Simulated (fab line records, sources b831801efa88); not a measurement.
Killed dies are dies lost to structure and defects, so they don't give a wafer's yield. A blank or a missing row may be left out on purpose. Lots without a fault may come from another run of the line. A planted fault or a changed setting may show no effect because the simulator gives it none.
Which tool did it? | flow gf180mcu | 12 lots, 36 wafers sampled, at 5 steps of a route of 602

WHAT THE GAUGES READ, wafer by wafer
GF_HV_LDD_CD_MEAS_31: target cd 400 nm.
lot  | measured     | on        | cd_nm (nm)
L835 | day 11 13:10 | cd_sem-02 | 404.9 404.8 401.1
L836 | day 11 21:45 | cd_sem-02 | 399.1 399.2 398.7
L837 | day 12 05:01 | cd_sem-02 | 402.1 400.4 403.2
L838 | day 12 12:35 | cd_sem-02 | 394.2 397.9 395.0
L839 | day 12 18:19 | cd_sem-02 | 401.0 401.3 398.9
L840 | day 13 05:20 | cd_sem-02 | 396.8 396.9 397.4
L842 | day 13 19:59 | cd_sem-02 | 397.7 399.1 397.9
L848 | day 15 19:51 | cd_sem-01 | 402.7 401.9 402.5
L851 | day 17 01:07 | cd_sem-01 | 399.3 401.4 398.8
L853 | day 17 12:52 | cd_sem-02 | 392.3 394.4 394.4
L854 | day 17 21:09 | cd_sem-01 | 400.8 399.3 401.8
L857 | day 18 20:47 | cd_sem-02 | 402.2 400.3 401.0

GF_HV_LDD_TW_MEAS_38.
lot  | measured     | on            | HV_LDD_3_TW
L835 | day 11 14:01 | film_metro-04 | 1432 1432 1431
L836 | day 11 22:37 | film_metro-03 | 1404 1409 1411
L837 | day 12 05:51 | film_metro-01 | 1438 1435 1439
L838 | day 12 13:26 | film_metro-01 | 1432 1436 1433
L839 | day 12 19:10 | film_metro-04 | 1439 1444 1446
L840 | day 13 06:29 | film_metro-04 | 1551 1551 1553
L842 | day 13 21:10 | film_metro-01 | 1543 1551 1540
L848 | day 15 20:43 | film_metro-03 | 1418 1419 1430
L851 | day 17 01:59 | film_metro-04 | 1452 1453 1447
L853 | day 17 13:43 | film_metro-01 | 1450 1453 1452
L854 | day 17 22:01 | film_metro-01 | 1445 1445 1440
L857 | day 18 21:39 | film_metro-04 | 1434 1439 1446

GF_HV_LDD_RS_MEAS_53: measures by four-point-probe.
lot  | measured     | on            | HV_LDD_RS (ohm/sq)
L835 | day 12 09:29 | film_metro-04 | 417.8 418.9 419.8
L836 | day 12 18:00 | film_metro-03 | 418.6 416.0 418.9
L837 | day 13 02:15 | film_metro-04 | 417.3 418.7 418.6
L838 | day 13 09:47 | film_metro-03 | 418.8 417.8 418.4
L839 | day 13 14:57 | film_metro-01 | 417.7 418.3 417.7
L840 | day 14 02:34 | film_metro-03 | 397.7 398.1 396.9
L842 | day 14 17:05 | film_metro-03 | 400.8 399.9 399.4
L848 | day 16 19:44 | film_metro-03 | 417.9 418.2 417.5
L851 | day 18 01:26 | film_metro-04 | 419.9 419.3 419.4
L853 | day 18 13:45 | film_metro-03 | 417.6 417.6 417.4
L854 | day 18 21:28 | film_metro-04 | 417.9 417.4 417.6
L857 | day 19 21:58 | film_metro-03 | 419.3 417.8 417.5

WHICH TOOL RAN EACH LOT (tool, then ch and the chambers of the sampled wafers, then the start)
lot  | GF_NWELL_STRIP_10                   | GF_HV_LDD_IMPLANT_33
L835 | plasma_asher-04 ch 0,1, day 3 08:12 | implanter-02 ch 0, day 11 13:20
L836 | plasma_asher-03 ch 0,1, day 3 14:12 | implanter-01 ch 0, day 11 21:55
L837 | plasma_asher-04 ch 0,1, day 3 18:09 | implanter-01 ch 0, day 12 05:11
L838 | plasma_asher-02 ch 0,1, day 4 00:32 | implanter-02 ch 0, day 12 12:46
L839 | plasma_asher-04 ch 1, day 4 05:10   | implanter-01 ch 0, day 12 18:29
L840 | plasma_asher-04 ch 0,1, day 4 12:45 | implanter-02 ch 0, day 13 05:30
L842 | plasma_asher-03 ch 0, day 4 20:14   | implanter-02 ch 0, day 13 20:09
L848 | plasma_asher-03 ch 0,1, day 6 06:32 | implanter-02 ch 0, day 15 20:01
L851 | plasma_asher-02 ch 0,1, day 6 23:40 | implanter-03 ch 0, day 17 01:17
L853 | plasma_asher-03 ch 0,1, day 7 09:24 | implanter-03 ch 0, day 17 13:01
L854 | plasma_asher-02 ch 0,1, day 7 16:25 | implanter-01 ch 0, day 17 21:19
L857 | plasma_asher-04 ch 0,1, day 8 08:44 | implanter-03 ch 0, day 18 20:57
- GF_NWELL_STRIP_10: strips in O2/N2.
- GF_HV_LDD_IMPLANT_33

WHAT THE TOOLS THEMSELVES READ (means of the sampled wafers that have a number; where no wafer has one, the mark that the record gives instead)
GF_NWELL_STRIP_10.
lot  | tool            | drypump_motor_current_A (A) | heater_power_w (W) | oes_product_au (a.u.) | strip_time_to_endpoint_s (s)
L835 | plasma_asher-04 | 6.1                         | 328                | 0.727                 | 36.93
L836 | plasma_asher-03 | 5.4                         | 333                | 0.721                 | 37.04
L837 | plasma_asher-04 | 6.1                         | 327                | 0.725                 | 37.11
L838 | plasma_asher-02 | 6.0                         | 320                | 0.723                 | 36.85
L839 | plasma_asher-04 | 6.3                         | 290                | 0.724                 | 37.00
L840 | plasma_asher-04 | 6.1                         | 332                | 0.721                 | 36.90
L842 | plasma_asher-03 | 5.3                         | 319                | 0.721                 | 37.06
L848 | plasma_asher-03 | 5.4                         | 357                | 0.728                 | 37.10
L851 | plasma_asher-02 | 6.0                         | 321                | 0.725                 | 36.76
L853 | plasma_asher-03 | 5.4                         | 341                | 0.726                 | 36.75
L854 | plasma_asher-02 | 5.7                         | 308                | 0.718                 | 36.82
L857 | plasma_asher-04 | 6.0                         | 350                | 0.721                 | 37.06

THE ANSWER, worked out from the rows above alone
Rule: what is usual is taken from the lots themselves. Put in order of their means at a reading, lots are off if they are a third of the lots or fewer, leave a main group of 4 or more, and stand apart from it by a gap of 3 or more times the standard deviation of the main group's means; of several such gaps the widest counts. A main group whose means are all the same, to the digits that the tables above print for the reading, isn't used. A lot without any number at a reading at which 4 lots or more have one is off too. The other lots that the step has rows for count as sound. The gauges are gone through in route order, then the tools' own readings, and for those a lot's mean is taken as printed above. The first step at which some lot is off is used, and at that step the reading that is off furthest; a lot without a number counts as furthest.
Off: L840, L842, at GF_HV_LDD_TW_MEAS_38 (HV_LDD_3_TW). The main group: mean 1436, standard deviation 13.
A tool fits if, at a process step before that reading, it ran every lot that is off, and no sound lot after the first of them. The gauges at GF_HV_LDD_TW_MEAS_38 aren't tried: what is off there is off at GF_HV_LDD_RS_MEAS_53 too, on other tools, and a gauge's error can't cause that. None of those tried fits.

WHAT THE SIMULATOR HAD PUT IN
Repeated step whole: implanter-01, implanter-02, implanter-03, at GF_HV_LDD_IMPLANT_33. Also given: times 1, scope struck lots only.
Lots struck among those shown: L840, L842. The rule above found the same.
